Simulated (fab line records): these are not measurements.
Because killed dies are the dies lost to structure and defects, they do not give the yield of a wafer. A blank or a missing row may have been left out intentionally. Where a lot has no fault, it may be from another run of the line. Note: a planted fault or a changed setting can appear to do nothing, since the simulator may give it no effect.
fab line records + flow sky130 + part 2 of 2: steps 44 to 44 of 44
[record]
- lots = 6
- wafers = 18
- lastDay = 50
route steps=708 shown VIA3@588 METAL4@598 CAP2M@603 PAD_OPEN@708
lots that met no fault: from a run of the same line without faults
startH: start of the lot's first displayed wafer, in hours after the record's first day + waitH: hours from the lot's prior step to this one + " unchanged from the row above + L1.1+2: a row that stands for several wafers + - no value, or no start given + * or withheld: withheld + < > ~ a bound
route shown NAME@n: names a module that has steps shown in the file, with the first one's number in the route + usual: average and standard deviation across the fault-free wafers + same: alike in all rows + chamber/n: place in a boat + sites: the reading at each site + _std_site: the standard deviation of these + _edge_site: the outer-site mean with the inner-site mean subtracted + radiusMm: how far each site lies from the wafer's centre + mask NAME#n: copy n + behind: tool/chamber where the wafer was last shaped + hold: cause of the lot's hold/its duration in hours/its outcome + device: names the non-switching transistor (n, p or np) + end of line: the same wafers' tests at the end of the route + a step with no rows: only its recipe + killed: dies lost to structure and defects at the first sort, not the wafer's yield + map: per-die view of a wafer (x killed, . not killed, _ where there is no die)
set.NAME: the run value of the setting; set.NAME@STEP: its run value at that earlier step + model.NAME: the simulator's own value behind a step, which no gauge read
lots seen at some steps along the route; tables by step, rows by wafer
services: when a tool's chamber went out of use (startH, in hours from the record's first day, below 0 if earlier), for how many hours, and the reason
[[steps]]
[step SKY_PAD_OPEN_PROBE_99]
[usual]
- defectLimitedYield = 82.6/2
- killed_at_M0_to_M3 = 43/7.3
- killed_at_M4_up = 3.4/1.7
- killedAtContacts = 24/4.5
- killedAtFrontEnd = 16/4.4
- killedAtOther = 0.2/0.51
- killedDies = 86/9.7
- killedOpen = 46/6.6
- killedShort = 39/7.1
- sort_bin_3_pad_short = 0.9/0.45
- sort_bin_5_function = 10.4/1.4
- sort_bin_6_memory = 6.2/1.2
- sortNPass = 406/9.7
- sortYieldPct = 82.6/2
[same]
- grossDies = 492
- killedAtBackSide = 0
- sort_bin_4_leakage[%] = 0
- sort_bin_8_speed[%] = 0
| lot.wafer | tool      | chamber | startH  | waitH | defectLimitedYield[%] | killed_at_M0_to_M3 | killed_at_M4_up | killedAtContacts | killedAtFrontEnd | killedAtOther | killedDies | killedOpen | killedShort | sort_bin_3_pad_short[%] | sort_bin_5_function[%] | sort_bin_6_memory[%] | sortNPass | sortYieldPct[%] | model.etest.met4.lineOhmUm | model.etest.met4.rsOhmSq |
|-----------|-----------|---------|---------|-------|-----------------------|--------------------|-----------------|------------------|------------------|---------------|------------|------------|-------------|-------------------------|------------------------|----------------------|-----------|-----------------|----------------------------|--------------------------|
| L688.2    | prober-02 | -       | 1072.83 | 0.1   | 79.3                  | 57                 | 2               | 22               | 21               | 0             | 102        | 56         | 46          | 1.2                     | 12.2                   | 7.3                  | 390       | 79.3            | 0.1464                     | 0.04397                  |
| L688.3    | prober-02 | -       | 1072.88 | 0.2   | 83.7                  | 30                 | 2               | 30               | 18               | 0             | 80         | 33         | 47          | 1.0                     | 9.1                    | 6.1                  | 412       | 83.7            | 0.1438                     | 0.04369                  |
| L688.5    | prober-02 | -       | 1072.98 | 0.2   | 81.7                  | 42                 | 3               | 28               | 17               | 0             | 90         | 45         | 45          | 1.4                     | 9.3                    | 7.5                  | 402       | 81.7            | 0.1462                     | 0.04376                  |
| L692.1    | prober-01 | -       | 1095.07 | 0.1   | 83.1                  | 41                 | 1               | 22               | 18               | 1             | 83         | 57         | 25          | 0.6                     | 10.0                   | 6.3                  | 409       | 83.1            | 0.1431                     | 0.04281                  |
| L692.2    | prober-01 | -       | 1095.12 | 0.1   | 83.7                  | 43                 | 4               | 21               | 12               | 0             | 80         | 47         | 33          | 0.4                     | 9.6                    | 6.3                  | 412       | 83.7            | 0.1386                     | 0.04223                  |
| L692.3    | prober-01 | -       | 1095.17 | 0.2   | 82.3                  | 40                 | 2               | 24               | 20               | 1             | 87         | 40         | 46          | 0.6                     | 9.6                    | 7.5                  | 405       | 82.3            | 0.1414                     | 0.04283                  |
| L701.4    | prober-01 | -       | 1180.61 | 0.2   | 81.7                  | 37                 | 1               | 26               | 25               | 1             | 90         | 41         | 49          | 0.6                     | 12.2                   | 5.5                  | 402       | 81.7            | 0.1417                     | 0.04366                  |
| L701.5    | prober-01 | -       | 1180.66 | 0.2   | 81.9                  | 50                 | 0               | 23               | 16               | 0             | 89         | 52         | 37          | 0.6                     | 10.2                   | 7.3                  | 403       | 81.9            | 0.1425                     | 0.04304                  |
| L701.6    | prober-01 | -       | 1180.71 | 0.2   | 79.5                  | 57                 | 1               | 25               | 18               | 0             | 101        | 54         | 47          | 1.4                     | 12.4                   | 6.7                  | 391       | 79.5            | 0.1429                     | 0.04302                  |
| L703.1    | prober-01 | -       | 1181.96 | 0.1   | 87.0                  | 33                 | 3               | 15               | 13               | 0             | 64         | 35         | 29          | 0.8                     | 7.1                    | 5.1                  | 428       | 87.0            | 0.1335                     | 0.03892                  |
| L703.4    | prober-01 | -       | 1182.11 | 0.2   | 82.9                  | 39                 | 5               | 23               | 17               | 0             | 84         | 61         | 22          | 0.4                     | 10.8                   | 5.9                  | 408       | 82.9            | 0.1293                     | 0.03822                  |
| L703.5    | prober-01 | -       | 1182.16 | 0.2   | 84.6                  | 44                 | 3               | 23               | 6                | 0             | 76         | 41         | 35          | 0.6                     | 9.1                    | 5.7                  | 416       | 84.6            | 0.1325                     | 0.03871                  |
| L706.4    | prober-01 | -       | 1185.44 | 0.2   | 82.9                  | 39                 | 5               | 22               | 18               | 0             | 84         | 44         | 38          | 0.6                     | 10.6                   | 5.9                  | 408       | 82.9            | 0.1278                     | 0.03836                  |
| L706.5    | prober-01 | -       | 1185.49 | 0.2   | 81.7                  | 49                 | 3               | 21               | 17               | 0             | 90         | 54         | 36          | 1.4                     | 10.8                   | 6.1                  | 402       | 81.7            | 0.1271                     | 0.03843                  |
| L706.6    | prober-01 | -       | 1185.54 | 0.2   | 80.5                  | 53                 | 1               | 26               | 16               | 0             | 96         | 53         | 42          | 0.8                     | 12.2                   | 6.5                  | 396       | 80.5            | 0.1303                     | 0.03813                  |
| L711.1    | prober-01 | -       | 1203.05 | 0.1   | 83.1                  | 36                 | 5               | 22               | 20               | 0             | 83         | 40         | 41          | 1.0                     | 9.8                    | 6.1                  | 409       | 83.1            | 0.1421                     | 0.04265                  |
| L711.2    | prober-01 | -       | 1203.10 | 0.1   | 82.5                  | 41                 | 8               | 25               | 12               | 0             | 86         | 48         | 38          | 1.0                     | 11.8                   | 4.7                  | 406       | 82.5            | 0.1431                     | 0.04312                  |
| L711.3    | prober-01 | -       | 1203.15 | 0.2   | 81.5                  | 42                 | 3               | 29               | 17               | 0             | 91         | 48         | 42          | 1.0                     | 11.0                   | 6.5                  | 401       | 81.5            | 0.1431                     | 0.04246                  |
// killed by level:class
L688.2 VIA1:geometricParticle:open=18 METAL2:geometricParticle:short=11 VIA2:geometricParticle:open=11 CONTACT:geometricParticle:open=6 FIELD_ISO:geometricParticle:open=5 POLY_GATE:geometricParticle:open=5 LI_CONTACT:geometricParticle:short=5 METAL1:geometricParticle:short=5
L688.3 CONTACT:geometricParticle:open=10 POLY_GATE:geometricParticle:short=7 METAL2:geometricParticle:short=7 LOCAL_INTERCONNECT:geometricParticle:short=6 VIA1:geometricParticle:open=6 LI_CONTACT:geometricParticle:open=5 LI_CONTACT:geometricParticle:short=4 CONTACT:geometricParticle:short=4
L688.5 LI_CONTACT:geometricParticle:open=10 VIA1:geometricParticle:open=8 LOCAL_INTERCONNECT:geometricParticle:short=7 METAL2:geometricParticle:short=6 FIELD_ISO:geometricParticle:short=5 CONTACT:geometricParticle:open=5 VIA1:geometricParticle:short=5 VIA2:geometricParticle:short=5
L692.1 VIA1:geometricParticle:open=12 VIA3:geometricParticle:open=12 CONTACT:geometricParticle:open=11 FIELD_ISO:geometricParticle:open=6 METAL2:geometricParticle:short=5 VIA2:geometricParticle:open=5 LI_CONTACT:geometricParticle:open=4 CONTACT:geometricParticle:short=4
L692.2 VIA1:geometricParticle:open=12 LI_CONTACT:geometricParticle:open=8 VIA3:geometricParticle:open=8 CONTACT:geometricParticle:short=6 METAL2:geometricParticle:short=5 VIA2:geometricParticle:open=5 POLY_GATE:geometricParticle:short=4 SPACER:geometricParticle:open=4
L692.3 VIA3:geometricParticle:open=10 CONTACT:geometricParticle:open=7 POLY_GATE:geometricParticle:short=6 METAL1:geometricParticle:short=6 VIA1:geometricParticle:open=6 FIELD_ISO:geometricParticle:short=5 FIELD_ISO:geometricParticle:open=5 LI_CONTACT:geometricParticle:open=5
L701.4 LI_CONTACT:geometricParticle:open=10 VIA1:geometricParticle:open=10 FIELD_ISO:geometricParticle:short=9 LOCAL_INTERCONNECT:geometricParticle:short=6 VIA1:geometricParticle:short=6 FIELD_ISO:geometricParticle:open=5 VIA2:geometricParticle:open=5 CONTACT:geometricParticle:short=4
L701.5 VIA1:geometricParticle:open=19 VIA2:geometricParticle:open=8 LI_CONTACT:geometricParticle:open=7 CONTACT:geometricParticle:open=7 METAL1:geometricParticle:short=7 VIA3:geometricParticle:short=5 POLY_GATE:geometricParticle:short=4 LI_CONTACT:geometricParticle:short=4
L701.6 CONTACT:geometricParticle:open=11 METAL1:geometricParticle:short=10 VIA1:geometricParticle:open=10 VIA3:geometricParticle:open=7 METAL2:geometricParticle:short=6 VIA2:geometricParticle:short=6 FIELD_ISO:geometricParticle:short=5 FIELD_ISO:geometricParticle:open=5
L703.1 VIA1:geometricParticle:open=11 CONTACT:geometricParticle:open=6 METAL1:geometricParticle:short=5 POLY_GATE:geometricParticle:open=4 METAL2:geometricParticle:short=4 FIELD_ISO:geometricParticle:open=3 LOCAL_INTERCONNECT:geometricParticle:open=3 POLY_GATE:geometricParticle:short=3
L703.4 VIA1:geometricParticle:open=11 LI_CONTACT:geometricParticle:open=10 CONTACT:geometricParticle:open=9 VIA2:geometricParticle:open=8 VIA3:geometricParticle:open=7 METAL4:geometricParticle:open=5 SPACER:geometricParticle:open=4 VIA2:geometricParticle:short=4
L703.5 VIA1:geometricParticle:open=9 VIA2:geometricParticle:open=9 CONTACT:geometricParticle:open=8 VIA1:geometricParticle:short=6 LI_CONTACT:geometricParticle:open=5 LOCAL_INTERCONNECT:geometricParticle:short=5 METAL2:geometricParticle:short=4 VIA2:geometricParticle:short=4
L706.4 VIA1:geometricParticle:open=16 LI_CONTACT:geometricParticle:open=7 METAL1:geometricParticle:short=6 POLY_GATE:geometricParticle:short=5 CONTACT:geometricParticle:open=5 METAL2:geometricParticle:short=5 POLY_GATE:geometricParticle:open=4 CONTACT:geometricParticle:short=4
L706.5 VIA3:geometricParticle:open=12 CONTACT:geometricParticle:open=10 VIA2:geometricParticle:open=8 VIA1:geometricParticle:open=6 FIELD_ISO:geometricParticle:open=5 METAL2:geometricParticle:short=5 METAL1:geometricParticle:short=5 POLY_GATE:geometricParticle:open=4
L706.6 VIA1:geometricParticle:open=16 LI_CONTACT:geometricParticle:open=9 METAL1:geometricParticle:short=8 CONTACT:geometricParticle:short=7 VIA3:geometricParticle:open=7 CONTACT:geometricParticle:open=4 VIA1:geometricParticle:short=4 METAL2:geometricParticle:short=4
L711.1 VIA1:geometricParticle:open=11 CONTACT:geometricParticle:short=6 VIA1:geometricParticle:short=6 VIA2:geometricParticle:open=6 CONTACT:geometricParticle:open=5 FIELD_ISO:geometricParticle:open=4 POLY_GATE:geometricParticle:short=4 POLY_GATE:geometricParticle:open=4
L711.2 VIA1:geometricParticle:open=11 CONTACT:geometricParticle:open=9 METAL2:geometricParticle:short=9 VIA2:geometricParticle:open=6 LI_CONTACT:geometricParticle:open=6 CONTACT:geometricParticle:short=5 VIA1:geometricParticle:short=4 METAL4:geometricParticle:short=4
L711.3 VIA1:geometricParticle:open=9 CONTACT:geometricParticle:short=9 CONTACT:geometricParticle:open=9 VIA2:geometricParticle:open=8 LI_CONTACT:geometricParticle:open=7 FIELD_ISO:geometricParticle:short=6 METAL1:geometricParticle:short=6 METAL2:geometricParticle:short=6
[[services]]
| tool           | chamber | startH  | hours | kind   |
|----------------|---------|---------|-------|--------|
| plasmaAsher-01 | -       | 902.30  | 0.4   | repair |
| cmp-02         | -       | 912.03  | 4.0   | pm     |
| plasmaAsher-01 | -       | 912.72  | 3.7   | repair |
| cmp-01         | -       | 916.25  | 5.6   | pm     |
| pvdSputter-01  | -       | 925.11  | 1.4   | repair |
| rieMetal-03    | 0       | 927.17  | 20.9  | repair |
| cmp-01         | -       | 933.27  | 1.8   | repair |
| cmp-02         | -       | 945.48  | 2.2   | repair |
| cmp-02         | -       | 949.42  | 2.6   | repair |
| rieMetal-02    | -       | 959.01  | 0.9   | repair |
| pecvd-02       | -       | 962.07  | 4.6   | repair |
| pecvd-02       | 1       | 963.59  | 12.3  | repair |
| cmp-02         | -       | 995.02  | 1.7   | repair |
| plasmaAsher-01 | -       | 995.79  | 9.6   | repair |
| cmp-01         | -       | 1001.38 | 1.8   | repair |
| cmp-02         | -       | 1018.68 | 11.6  | pm     |
| pvdSputter-01  | -       | 1028.70 | 2.3   | repair |
| cmp-02         | -       | 1078.35 | 0.5   | repair |
| cmp-01         | -       | 1084.00 | 4.0   | pm     |
| plasmaAsher-01 | -       | 1084.12 | 15.0  | repair |
| cmp-02         | -       | 1087.35 | 1.9   | repair |
| plasmaAsher-01 | -       | 1099.07 | 2.8   | pm     |
| rieMetal-02    | -       | 1099.22 | 2.8   | pm     |
| rieMetal-03    | 1       | 1110.38 | 10.4  | repair |
[[key]]
[firstSign]
- step = SKY_METAL4_METAL_ETCH_18
- reading = oesProductAu
- direction = up
- sigmas = 6
- usual = 0.864
- struck = 0.908
effect none on later readings
[modelEffect]
- step = SKY_METAL4_SPUTTER_02
- value = AlCu_of_METAL4_SPUTTER_02.thkNm
- without = 733.8
- struck = 810.8
[modelEffect]
- step = SKY_PAD_OPEN_PROBE_99
- value = etest.met4.lineOhmUm
- without = 0.1439
- struck = 0.1301
metAt SKY_METAL4_SPUTTER_02
struckWafers L703.1,L703.4,L703.5,L706.4,L706.5,L706.6
onsetBetween 1056.18 1057.98
alsoFits SKY_METAL4_SPUTTER_00:pvdSputter-01,SKY_CAP2M_CVD_00:pecvd-02,SKY_METAL4_METAL_ETCH_18:rieMetal-03
[fault]
- kind = processParameterDrift
- tool = pvdSputter-01
- chamber = -
- onsetH = 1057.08
- steps = SKY_METAL4_SPUTTER_02
- channel = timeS
- offset = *
- shape = step
- endH = 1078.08
- actsIn = *
- stated = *
